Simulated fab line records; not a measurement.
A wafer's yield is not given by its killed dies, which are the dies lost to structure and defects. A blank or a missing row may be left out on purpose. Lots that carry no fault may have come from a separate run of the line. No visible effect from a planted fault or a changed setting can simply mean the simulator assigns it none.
8D (eight disciplines) problem report, filled in by code	flow gf180mcu	the parts of the form that need people (team, actions taken, sign-off) are left out

1. THE PROBLEM
chamberPressurePa at GF_M3_SPUTTER_04 reads a mean of 0.3784 Pa on 3 wafers of 2 lots; wafers without a fault read 0.4000 Pa with a standard deviation of 0.00071. That puts it -30 standard deviations away from the usual mean.
The step: material TiN, target thk 50 nm, time 41.7 s.
Seen first at day 22 16:38 on pvdSputter-03, wafer L285.4. At this step, 18 wafers from 6 lots have a number in the record. Rule for "out", or "out of limits": more than 4 standard deviations from the usual mean. The rest of the wafers with a number are treated as sound.

2. WHAT IT IS; WHAT IT IS NOT
question	is	is not
which readings at this step	chamberPressurePa	throttleValvePct
which lots	L285, L288	L281, L284, L290, L301
which wafers of those lots	L285.4, L285.6, L288.2	L285.1, L288.4, L288.5
read on which tools	pvdSputter-03	pvdSputter-01
when	from day 22 16:38	up to then (7 sound wafers); but 8 sound wafers of L288, L290, L301 came after

3. SUSPECTS, AND WHAT RULES EACH OUT
Counting: a tool at a process step up to the reading stays a suspect if it ran every lot that is out. Sound lots after the first of them don't rule it out here, since some wafers of a struck lot are sound.
- pvdSputter-01 at GF_V2_SPUTTER_21 (material Ti, target thk 15 nm, time 80.02 s): kept. It ran every lot that is out, first L285 (day 22 15:46).
- pvdSputter-01 at GF_V2_SPUTTER_22 (material TiN, target thk 10 nm, time 40 s): kept. It ran every lot that is out, first L285 (day 22 15:50).
- cmp-01 at GF_V2_CMP_26 (polishes, stops on SiO2, t overpolish 15 s, target thk 0 nm): kept. It ran every lot that is out, first L285 (day 22 16:10).
- pvdSputter-03 at GF_M3_SPUTTER_00 (material Ti, target thk 37.5 nm, time 150 s): kept. Every lot that is out went through it, the first being L285 (day 22 16:28); the last sound lot it ran before that was L284 (day 22 04:45).
- pvdSputter-03 at GF_M3_SPUTTER_03 (material Ti, target thk 10 nm, time 6.7 s): kept. Every lot that is out went through it, the first being L285 (day 22 16:37); the last sound lot it ran before that was L284 (day 22 04:55).
- pvdSputter-03 at GF_M3_SPUTTER_04 (material TiN, target thk 50 nm, time 41.7 s): kept. Every lot that is out went through it, the first being L285 (day 22 16:38); the last sound lot it ran before that was L284 (day 22 04:56). Its own chamberPressurePa readings are out on those wafers.
Left after counting: pvdSputter-01 at GF_V2_SPUTTER_21, pvdSputter-01 at GF_V2_SPUTTER_22, cmp-01 at GF_V2_CMP_26, pvdSputter-03 at GF_M3_SPUTTER_00, pvdSputter-03 at GF_M3_SPUTTER_03, pvdSputter-03 at GF_M3_SPUTTER_04.

4. THE CAUSE (what the simulator had put in)
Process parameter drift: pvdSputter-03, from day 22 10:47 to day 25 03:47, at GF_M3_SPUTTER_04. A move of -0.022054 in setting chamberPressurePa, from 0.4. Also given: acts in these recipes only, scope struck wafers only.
6 suspects survive the count, and this tool is in that group.

5. THE CHAIN OF EFFECTS, in route order
One row per reading whose mean, taken over the struck wafers that have a number, lies over 3 standard deviations from the usual. Scope: only readings with a usual standard deviation given in the record; hours: median across lots of the time from each lot's start at the first step in this table that gives one to its start at this step; sigmas: change in usual standard deviations.
hours	step	reading	usual	on struck wafers	change	sigmas
0	GF_M3_SPUTTER_04	chamberPressurePa	0.4000 Pa	0.3784	-0.0216	-30
Its process steps:
- GF_M3_SPUTTER_04: material TiN, target thk 50 nm, time 41.7 s.
Later measuring or inspecting steps at which every struck wafer that the step has a row for has a number for every such reading, and none has moved that far: GF_M3_RS_MEAS_05.

6. HOW IT WOULD HAVE BEEN CAUGHT EARLIER
First out-of-limits reading in this record: day 22 16:38, which is 6 hours after fault onset at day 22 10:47.
